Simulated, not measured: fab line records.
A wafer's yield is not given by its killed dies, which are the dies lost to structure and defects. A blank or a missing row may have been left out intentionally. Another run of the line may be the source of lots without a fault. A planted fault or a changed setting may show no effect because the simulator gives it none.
Which of the tools did it? | flow sky130 | 7 lots with 21 wafers sampled at 3 steps, on a route of 708 steps

== WHAT EACH GAUGE READ, for each wafer ==
SKY_LOCAL_INTERCONNECT_OVL_MEAS_12.
lot  | measured     | on         | LOCAL_INTERCONNECT_OVL (nm)
L709 | day 30 08:52 | overlay-01 | 4 -6 -4
L712 | day 31 15:47 | overlay-01 | -6 -1 -5
L716 | day 32 18:28 | overlay-02 | -8 -2 -1
L721 | day 34 06:03 | overlay-02 | -3 0 1
L725 | day 35 22:26 | overlay-01 | 3 0 2
L728 | day 36 18:31 | overlay-01 | -3 -6 -3
L731 | day 37 16:33 | overlay-02 | -4 -2 1

== WHICH TOOL RAN EACH LOT (tool, then ch and the chambers of the sampled wafers, then the start) ==
lot  | SKY_LI_CONTACT_SPUTTER_19    | SKY_LOCAL_INTERCONNECT_SPUTTER_00
L709 | pvd_sputter-01, day 29 04:37 | pvd_sputter-04, day 29 05:21
L712 | pvd_sputter-03, day 30 11:22 | pvd_sputter-01, day 30 12:07
L716 | pvd_sputter-02, day 31 14:01 | pvd_sputter-01, day 31 14:46
L721 | pvd_sputter-03, day 33 03:44 | pvd_sputter-02, day 33 04:29
L725 | pvd_sputter-03, day 34 18:52 | pvd_sputter-04, day 34 19:36
L728 | pvd_sputter-02, day 35 15:35 | pvd_sputter-02, day 35 16:20
L731 | pvd_sputter-03, day 36 14:50 | pvd_sputter-01, day 36 15:35
- SKY_LI_CONTACT_SPUTTER_19: material Ti, target thk 20 nm, time 106.37 s.
- SKY_LOCAL_INTERCONNECT_SPUTTER_00: material TiN, target thk 100 nm, time 83.3 s.

== THE ANSWER, worked out from the rows above alone ==
Rule: the usual values come from the lots themselves. Put in order of their means at a reading, lots are off if they are a third of the lots or fewer, leave a main group of 4 or more, and stand apart from it by a gap of 3 or more times the standard deviation of the main group's means; of several such gaps the widest counts. Not used: any main group whose means are identical at the precision the tables above print for the reading. A lot without any number at a reading at which 4 lots or more have one is off too. Any other lot the step has rows for is counted as sound.
Nothing can be told from this: no lot is off at any reading shown.

== WHAT HAD BEEN PUT IN BY THE SIMULATOR ==
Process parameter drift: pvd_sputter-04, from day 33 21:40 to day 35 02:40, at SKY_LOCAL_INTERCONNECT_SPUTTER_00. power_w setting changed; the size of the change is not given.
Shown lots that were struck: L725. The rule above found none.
